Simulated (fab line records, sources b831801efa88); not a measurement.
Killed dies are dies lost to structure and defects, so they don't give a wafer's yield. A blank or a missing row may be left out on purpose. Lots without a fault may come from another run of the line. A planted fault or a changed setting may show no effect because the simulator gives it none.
Which tool did it? | flow sfq_line | 14 lots, 41 wafers sampled, at 1 step of a route of 325

WHAT THE GAUGES READ, wafer by wafer
SFQ_L0_RS_MEAS_901: measures by four-point-probe.
lot  | measured    | on            | L0_MONX_KI_RS (ohm/sq)
L128 | day 1 12:34 | film_metro-02 | 43.8 43.6 43.3
L129 | day 1 17:34 | film_metro-04 | 42.8 42.6 43.3
L130 | day 1 22:35 | film_metro-02 | 43.8 44.4 44.0
L131 | day 2 03:36 | film_metro-02 | 43.9 43.5 44.1
L132 | day 2 08:34 | film_metro-02 | 43.4 43.7 43.8
L133 | day 2 13:34 | film_metro-04 | 42.8 43.7 43.4
L134 | day 2 18:34 | film_metro-04 | 42.7 42.3 42.8
L135 | day 2 23:34 | film_metro-02 | 42.9 43.8 43.9
L136 | day 3 04:35 | film_metro-01 | 44.6 43.9 44.4
L137 | day 3 09:34 | film_metro-01 | 42.7 42.9 43.3
L146 | day 5 06:34 | film_metro-04 | 43.7 43.6 43.3
L148 | day 5 16:36 | film_metro-04 | 43.6 43.6
L149 | day 5 21:36 | film_metro-04 | 44.2 43.1 44.1
L150 | day 6 02:35 | film_metro-01 | 44.2 43.2 44.4

WHICH TOOL RAN EACH LOT (tool, then ch and the chambers of the sampled wafers, then the start)
The record holds no process step before these readings.

WHAT THE TOOLS THEMSELVES READ (means of the sampled wafers that have a number; where no wafer has one, the mark that the record gives instead)
The record holds no such reading with a usual standard deviation.

THE ANSWER, worked out from the rows above alone
Rule: what is usual is taken from the lots themselves. Put in order of their means at a reading, lots are off if they are a third of the lots or fewer, leave a main group of 4 or more, and stand apart from it by a gap of 3 or more times the standard deviation of the main group's means; of several such gaps the widest counts. A main group whose means are all the same, to the digits that the tables above print for the reading, isn't used. A lot without any number at a reading at which 4 lots or more have one is off too. The other lots that the step has rows for count as sound. The gauges are gone through in route order, then the tools' own readings, and for those a lot's mean is taken as printed above. The first step at which some lot is off is used, and at that step the reading that is off furthest; a lot without a number counts as furthest.
No lot is off at any reading shown: from this, nothing can be told.

WHAT THE SIMULATOR HAD PUT IN
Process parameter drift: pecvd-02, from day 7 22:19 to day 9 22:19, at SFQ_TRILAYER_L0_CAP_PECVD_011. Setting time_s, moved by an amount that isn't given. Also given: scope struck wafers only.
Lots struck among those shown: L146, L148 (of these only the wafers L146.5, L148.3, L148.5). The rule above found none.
